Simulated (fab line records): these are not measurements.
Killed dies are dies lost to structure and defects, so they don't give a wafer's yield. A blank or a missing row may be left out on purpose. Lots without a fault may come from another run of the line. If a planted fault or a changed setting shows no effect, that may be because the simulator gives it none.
Which tool was responsible? ; flow sky130 ; route of 708 steps, sampled at 1 step: 7 lots, 20 wafers

== WHAT THE GAUGES SHOWED, per wafer ==
SKY_NWELL_OVL_MEAS_23.
lot;measured;on;NWELL_01_OVL (nm)
L937;day 5 17:55;overlay-02;0.0 -0.4 -1.4
L939;day 5 20:50;overlay-01;-2.4 -3.5 -1.2
L941;day 6 12:13;overlay-01;1.8 1.1 0.9
L943;day 7 00:27;overlay-01;-2.3 -2.9 -2.9
L945;day 7 15:01;overlay-01;-2.0 -1.0 -0.2
L950;day 9 00:34;overlay-01;-0.6 -2.2 -0.1
L953;day 9 14:01;overlay-01;0.2 -0.5

== WHAT TOOL EACH LOT RAN ON (gives the tool, then ch and the chambers of the sampled wafers, and finally the start) ==
There is no process step in the record ahead of these readings.

== THE ANSWER, worked out from the rows above alone ==
Rule: the usual values come from the lots themselves. Put in order of their means at a reading, lots are off if they are a third of the lots or fewer, leave a main group of 4 or more, and stand apart from it by a gap of 3 or more times the standard deviation of the main group's means; of several such gaps the widest counts. A main group whose means are all the same, to the digits that the tables above print for the reading, isn't used. A lot without any number at a reading at which 4 lots or more have one is off too. Where the step has rows for the other lots, those lots are counted as sound.
No lot is off on any of the readings shown, so nothing can be concluded from this.

== WHAT HAD BEEN PUT IN BY THE SIMULATOR ==
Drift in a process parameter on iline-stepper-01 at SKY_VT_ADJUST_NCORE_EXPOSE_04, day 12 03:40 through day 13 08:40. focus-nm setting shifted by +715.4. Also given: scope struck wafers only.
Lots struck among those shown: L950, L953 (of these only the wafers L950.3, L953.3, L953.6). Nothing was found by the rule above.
